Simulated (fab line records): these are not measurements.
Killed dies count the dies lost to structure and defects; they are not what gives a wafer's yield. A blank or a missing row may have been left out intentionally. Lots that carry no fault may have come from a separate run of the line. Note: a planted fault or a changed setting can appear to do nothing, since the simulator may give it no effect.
Which of the tools did it? :: flow sky130 :: 42 wafers from 14 lots sampled at 6 of the route's 708 steps

## WHAT THE GAUGES READ, wafer by wafer
SKY_VIA3_BOW_MEAS_03. Usual: VIA3_BOW 81 um, standard deviation 7.4.
lot: L968
measured: day 39 14:08
on: film metro-04
VIA3_BOW (um): 76 93 79
flag: 

lot: L963
measured: day 39 14:26
on: film metro-03
VIA3_BOW (um): 87 78 83
flag: 

lot: L966
measured: day 39 15:31
on: film metro-03
VIA3_BOW (um): 80 71 76
flag: 

lot: L967
measured: day 39 16:05
on: film metro-02
VIA3_BOW (um): 83 91 93
flag: 

lot: L965
measured: day 39 16:43
on: film metro-03
VIA3_BOW (um): 84 80 88
flag: 

lot: L969
measured: day 39 17:01
on: film metro-03
VIA3_BOW (um): 77 84 78
flag: 

lot: L971
measured: day 40 20:31
on: film metro-02
VIA3_BOW (um): 87 70 85
flag: 

lot: L973
measured: day 41 03:08
on: film metro-02
VIA3_BOW (um): 81 76 84
flag: 

lot: L976
measured: day 45 10:11
on: film metro-04
VIA3_BOW (um): 86 81 77
flag: 

lot: L977
measured: day 45 10:23
on: film metro-03
VIA3_BOW (um): 79 84 76
flag: 

lot: L982
measured: day 45 10:38
on: film metro-04
VIA3_BOW (um): 79 78 79
flag: 

lot: L979
measured: day 45 17:33
on: film metro-03
VIA3_BOW (um): 74 76 80
flag: 

lot: L983
measured: day 45 18:10
on: film metro-03
VIA3_BOW (um): 81 80 88
flag: 

lot: L986
measured: day 45 20:15
on: film metro-04
VIA3_BOW (um): 87 75 75
flag: 

SKY_VIA3_RS_MEAS_22: uses a four-point probe to measure. Usual: VIA3_W_RS 0.295 ohm/sq, standard deviation 0.0031.
lot: L968
measured: day 40 16:00
on: film metro-02
VIA3_W_RS (ohm/sq): 0.292 0.292 0.288
flag: 

lot: L963
measured: day 40 16:07
on: film metro-04
VIA3_W_RS (ohm/sq): 0.295 0.292 0.296
flag: 

lot: L966
measured: day 40 16:27
on: film metro-04
VIA3_W_RS (ohm/sq): 0.295 0.298 0.291
flag: 

lot: L967
measured: day 40 16:58
on: film metro-04
VIA3_W_RS (ohm/sq): 0.296 0.295 0.299
flag: 

lot: L965
measured: day 40 18:42
on: film metro-04
VIA3_W_RS (ohm/sq): 0.296 0.294 0.296
flag: 

lot: L969
measured: day 40 19:05
on: film metro-04
VIA3_W_RS (ohm/sq): 0.297 0.293 0.296
flag: 

lot: L971
measured: day 41 21:05
on: film metro-03
VIA3_W_RS (ohm/sq): 0.293 0.296 0.292
flag: 

lot: L973
measured: day 42 03:52
on: film metro-04
VIA3_W_RS (ohm/sq): 0.294 0.297 0.296
flag: 

lot: L976
measured: day 46 09:43
on: film metro-02
VIA3_W_RS (ohm/sq): 0.298 0.297 0.296
flag: 

lot: L977
measured: day 46 09:53
on: film metro-03
VIA3_W_RS (ohm/sq): 0.291 0.294 0.292
flag: 

lot: L982
measured: day 46 10:34
on: film metro-04
VIA3_W_RS (ohm/sq): 0.294 0.297 0.296
flag: 

lot: L979
measured: day 46 17:58
on: film metro-03
VIA3_W_RS (ohm/sq): 0.297 0.293 0.293
flag: 

lot: L983
measured: day 46 18:59
on: film metro-03
VIA3_W_RS (ohm/sq): 0.293 0.295 0.297
flag: 

lot: L986
measured: day 46 21:16
on: film metro-02
VIA3_W_RS (ohm/sq): 0.299 0.298 0.296
flag: 

SKY_CAP2M_RS_MEAS_03: uses a four-point probe to measure. Usual: CAP2M_TIN_RS 6.90 ohm/sq, standard deviation 0.078.
lot: L968
measured: day 40 16:49
on: film metro-03
CAP2M_TIN_RS (ohm/sq): 6.93 6.92 7.00
flag: 

lot: L963
measured: day 40 16:57
on: film metro-01
CAP2M_TIN_RS (ohm/sq): 6.94 6.82 6.74
flag: 

lot: L966
measured: day 40 17:17
on: film metro-03
CAP2M_TIN_RS (ohm/sq): 7.00 6.89 6.86
flag: 

lot: L967
measured: day 40 17:47
on: film metro-03
CAP2M_TIN_RS (ohm/sq): 6.93 6.91 6.99
flag: 

lot: L965
measured: day 40 19:32
on: film metro-02
CAP2M_TIN_RS (ohm/sq): 6.93 6.90 6.96
flag: 

lot: L969
measured: day 40 19:54
on: film metro-02
CAP2M_TIN_RS (ohm/sq): 6.86 6.85 6.84
flag: 

lot: L971
measured: day 41 21:55
on: film metro-02
CAP2M_TIN_RS (ohm/sq): 6.86 6.88 6.86
flag: 

lot: L973
measured: day 42 04:42
on: film metro-01
CAP2M_TIN_RS (ohm/sq): 6.96 6.97 6.94
flag: 

lot: L976
measured: day 46 10:32
on: film metro-02
CAP2M_TIN_RS (ohm/sq): 6.92 6.91 6.91
flag: 

lot: L977
measured: day 46 10:43
on: film metro-01
CAP2M_TIN_RS (ohm/sq): 6.87 6.88 6.95
flag: 

lot: L982
measured: day 46 11:24
on: film metro-01
CAP2M_TIN_RS (ohm/sq): 7.00 7.01 6.99
flag: 

lot: L979
measured: day 46 18:49
on: film metro-02
CAP2M_TIN_RS (ohm/sq): - - -
flag: OFF

lot: L983
measured: day 46 19:49
on: film metro-03
CAP2M_TIN_RS (ohm/sq): - - -
flag: OFF

lot: L986
measured: day 46 22:05
on: film metro-03
CAP2M_TIN_RS (ohm/sq): 6.87 6.84 6.84
flag: 

SKY_CAP2M_THK_MEAS_04: measures by xrf. Usual: CAP2M_TIN_THK 201.8 nm, standard deviation 2.3.
lot: L968
measured: day 40 16:56
on: film metro-03
CAP2M_TIN_THK (nm): 200.2 200.2 199.1
flag: 

lot: L963
measured: day 40 17:04
on: film metro-01
CAP2M_TIN_THK (nm): 200.8 203.9 205.4
flag: 

lot: L966
measured: day 40 17:23
on: film metro-03
CAP2M_TIN_THK (nm): 198.4 202.4 203.0
flag: 

lot: L967
measured: day 40 17:53
on: film metro-03
CAP2M_TIN_THK (nm): 200.8 202.0 199.1
flag: 

lot: L965
measured: day 40 19:38
on: film metro-02
CAP2M_TIN_THK (nm): 200.0 200.0 198.5
flag: 

lot: L969
measured: day 40 20:01
on: film metro-02
CAP2M_TIN_THK (nm): 200.7 202.5 202.6
flag: 

lot: L971
measured: day 41 22:01
on: film metro-02
CAP2M_TIN_THK (nm): 201.2 201.3 202.1
flag: 

lot: L973
measured: day 42 04:47
on: film metro-01
CAP2M_TIN_THK (nm): 201.4 201.5 201.4
flag: 

lot: L976
measured: day 46 10:38
on: film metro-02
CAP2M_TIN_THK (nm): 201.1 201.9 201.3
flag: 

lot: L977
measured: day 46 10:49
on: film metro-01
CAP2M_TIN_THK (nm): 203.0 202.5 200.9
flag: 

lot: L982
measured: day 46 11:31
on: film metro-01
CAP2M_TIN_THK (nm): 199.1 198.6 198.9
flag: 

lot: L979
measured: day 46 18:56
on: film metro-02
CAP2M_TIN_THK (nm): <0.0 <0.0 <0.0
flag: OFF

lot: L983
measured: day 46 19:56
on: film metro-03
CAP2M_TIN_THK (nm): <0.0 <0.0 <0.0
flag: OFF

lot: L986
measured: day 46 22:13
on: film metro-03
CAP2M_TIN_THK (nm): 203.7 203.7 203.6
flag: 

## WHICH TOOL RAN EACH LOT (tool, then ch and the chambers of the sampled wafers, then the start)
lot: L968
SKY_VIA3_CMP_24: cmp-01 ch 0,1,3, day 40 16:17
SKY_CAP2M_SPUTTER_02: pvd sputter-02, day 40 16:43

lot: L963
SKY_VIA3_CMP_24: cmp-02 ch 1,2, day 40 16:18
SKY_CAP2M_SPUTTER_02: pvd sputter-01, day 40 16:50

lot: L966
SKY_VIA3_CMP_24: cmp-02 ch 0,1,2, day 40 16:42
SKY_CAP2M_SPUTTER_02: pvd sputter-02, day 40 17:08

lot: L967
SKY_VIA3_CMP_24: cmp-02 ch 0,1, day 40 17:08
SKY_CAP2M_SPUTTER_02: pvd sputter-02, day 40 17:37

lot: L965
SKY_VIA3_CMP_24: cmp-01 ch 1,2,3, day 40 19:01
SKY_CAP2M_SPUTTER_02: pvd sputter-03, day 40 19:25

lot: L969
SKY_VIA3_CMP_24: cmp-01 ch 0,1, day 40 19:16
SKY_CAP2M_SPUTTER_02: pvd sputter-03, day 40 19:48

lot: L971
SKY_VIA3_CMP_24: cmp-01 ch 0,1,2, day 41 21:18
SKY_CAP2M_SPUTTER_02: pvd sputter-03, day 41 21:47

lot: L973
SKY_VIA3_CMP_24: cmp-01 ch 0,1,2, day 42 04:05
SKY_CAP2M_SPUTTER_02: pvd sputter-02, day 42 04:32

lot: L976
SKY_VIA3_CMP_24: cmp-01 ch 0,3, day 46 09:55
SKY_CAP2M_SPUTTER_02: pvd sputter-02, day 46 10:24

lot: L977
SKY_VIA3_CMP_24: cmp-02 ch 2,3, day 46 10:02
SKY_CAP2M_SPUTTER_02: pvd sputter-03, day 46 10:34

lot: L982
SKY_VIA3_CMP_24: cmp-02 ch 2,3, day 46 10:45
SKY_CAP2M_SPUTTER_02: pvd sputter-02, day 46 11:17

lot: L979
SKY_VIA3_CMP_24: cmp-02 ch 0,2,3, day 46 18:15
SKY_CAP2M_SPUTTER_02: pvd sputter-03, day 46 18:42

lot: L983
SKY_VIA3_CMP_24: cmp-01 ch 2,3, day 46 19:09
SKY_CAP2M_SPUTTER_02: pvd sputter-01, day 46 19:41

lot: L986
SKY_VIA3_CMP_24: cmp-01 ch 0,2,3, day 46 21:27
SKY_CAP2M_SPUTTER_02: pvd sputter-01, day 46 21:59
- SKY_VIA3_CMP_24: polishes, stops on SiO2, t overpolish 20 s, target thk 0 nm.
- SKY_CAP2M_SPUTTER_02: material TiN, target thk 200 nm, time 166.7 s.

## WHAT THE TOOLS THEMSELVES READ (means of the sampled wafers that have a number; where no wafer has one, the mark that the record gives instead)
SKY_VIA3_CMP_24. Usual: motor current A 11.1 A, standard deviation 1.6; overpolish run s 19.999 s, standard deviation 0.0093; time to endpoint s 94 s, standard deviation 3.5.
lot: L968
tool: cmp-01
motor current A (A): 11.1
overpolish run s (s): 20.002
time to endpoint s (s): 98
flag: 

lot: L963
tool: cmp-02
motor current A (A): 12.5
overpolish run s (s): 20.008
time to endpoint s (s): 95
flag: 

lot: L966
tool: cmp-02
motor current A (A): 11.3
overpolish run s (s): 20.001
time to endpoint s (s): 89
flag: 

lot: L967
tool: cmp-02
motor current A (A): 10.3
overpolish run s (s): 20.008
time to endpoint s (s): 93
flag: 

lot: L965
tool: cmp-01
motor current A (A): 12.2
overpolish run s (s): 19.990
time to endpoint s (s): 95
flag: 

lot: L969
tool: cmp-01
motor current A (A): 9.8
overpolish run s (s): 20.000
time to endpoint s (s): 95
flag: 

lot: L971
tool: cmp-01
motor current A (A): 11.1
overpolish run s (s): 19.992
time to endpoint s (s): 95
flag: 

lot: L973
tool: cmp-01
motor current A (A): 10.8
overpolish run s (s): 20.000
time to endpoint s (s): 95
flag: 

lot: L976
tool: cmp-01
motor current A (A): 10.5
overpolish run s (s): 20.004
time to endpoint s (s): 97
flag: 

lot: L977
tool: cmp-02
motor current A (A): 11.9
overpolish run s (s): 20.002
time to endpoint s (s): 99
flag: 

lot: L982
tool: cmp-02
motor current A (A): 10.7
overpolish run s (s): 20.004
time to endpoint s (s): 95
flag: 

lot: L979
tool: cmp-02
motor current A (A): 11.0
overpolish run s (s): 20.003
time to endpoint s (s): 91
flag: 

lot: L983
tool: cmp-01
motor current A (A): 12.3
overpolish run s (s): 20.002
time to endpoint s (s): 98
flag: 

lot: L986
tool: cmp-01
motor current A (A): 11.3
overpolish run s (s): 19.993
time to endpoint s (s): 92
flag: 

SKY_CAP2M_SPUTTER_02. Usual: cathode dc power W 6500.0 W, standard deviation 1.2; chamber pressure pa 0.4000 Pa, standard deviation 0.00085; throttle valve pct 29.8 %, standard deviation 1.1.
lot: L968
tool: pvd sputter-02
cathode dc power W (W): 6500.4
chamber pressure pa (Pa): 0.3999
throttle valve pct (%): 30.9
flag: 

lot: L963
tool: pvd sputter-01
cathode dc power W (W): 6500.0
chamber pressure pa (Pa): 0.3999
throttle valve pct (%): 29.9
flag: 

lot: L966
tool: pvd sputter-02
cathode dc power W (W): 6500.3
chamber pressure pa (Pa): 0.3995
throttle valve pct (%): 30.3
flag: 

lot: L967
tool: pvd sputter-02
cathode dc power W (W): 6499.3
chamber pressure pa (Pa): 0.4003
throttle valve pct (%): 30.6
flag: 

lot: L965
tool: pvd sputter-03
cathode dc power W (W): 6499.9
chamber pressure pa (Pa): 0.3996
throttle valve pct (%): 27.8
flag: 

lot: L969
tool: pvd sputter-03
cathode dc power W (W): 6500.5
chamber pressure pa (Pa): 0.3993
throttle valve pct (%): 28.7
flag: 

lot: L971
tool: pvd sputter-03
cathode dc power W (W): 6500.6
chamber pressure pa (Pa): 0.4001
throttle valve pct (%): 28.8
flag: 

lot: L973
tool: pvd sputter-02
cathode dc power W (W): 6501.1
chamber pressure pa (Pa): 0.3992
throttle valve pct (%): 30.1
flag: 

lot: L976
tool: pvd sputter-02
cathode dc power W (W): 6498.9
chamber pressure pa (Pa): 0.4004
throttle valve pct (%): 30.2
flag: 

lot: L977
tool: pvd sputter-03
cathode dc power W (W): 6501.0
chamber pressure pa (Pa): 0.4004
throttle valve pct (%): 28.4
flag: 

lot: L982
tool: pvd sputter-02
cathode dc power W (W): 6499.5
chamber pressure pa (Pa): 0.3988
throttle valve pct (%): 30.6
flag: 

lot: L979
tool: pvd sputter-03
cathode dc power W (W): -
chamber pressure pa (Pa): -
throttle valve pct (%): -
flag: OFF

lot: L983
tool: pvd sputter-01
cathode dc power W (W): -
chamber pressure pa (Pa): -
throttle valve pct (%): -
flag: OFF

lot: L986
tool: pvd sputter-01
cathode dc power W (W): 6499.7
chamber pressure pa (Pa): 0.3996
throttle valve pct (%): 29.7
flag: 

## THE ANSWER, worked out from the rows above alone
Rule: lot off if the mean of its wafers having a number is beyond 3 standard deviations from the usual mean. Also off: a lot with no number at a reading for which 4 or more lots have one. The other lots that the step has rows for count as sound. First the gauges in route order, then the tools' own readings, where a lot's mean is used as printed above. At the first step where some lot is off, the reading lying furthest off is the one used; lots without a number count as furthest.
Off: L979, L983, seen at SKY_CAP2M_RS_MEAS_03 (CAP2M_TIN_RS). Without a number there: L979, L983.
If a tool, at a process step before that reading, ran all the lots that are off and no sound lot after the first of them, it fits. Not tried: the gauges at SKY_CAP2M_RS_MEAS_03; whatever is off there is also off at SKY_CAP2M_SPUTTER_02, on other tools, and gauge error can't account for it. Not one of the candidates tried fits.

## WHAT THE SIMULATOR HAD PUT IN
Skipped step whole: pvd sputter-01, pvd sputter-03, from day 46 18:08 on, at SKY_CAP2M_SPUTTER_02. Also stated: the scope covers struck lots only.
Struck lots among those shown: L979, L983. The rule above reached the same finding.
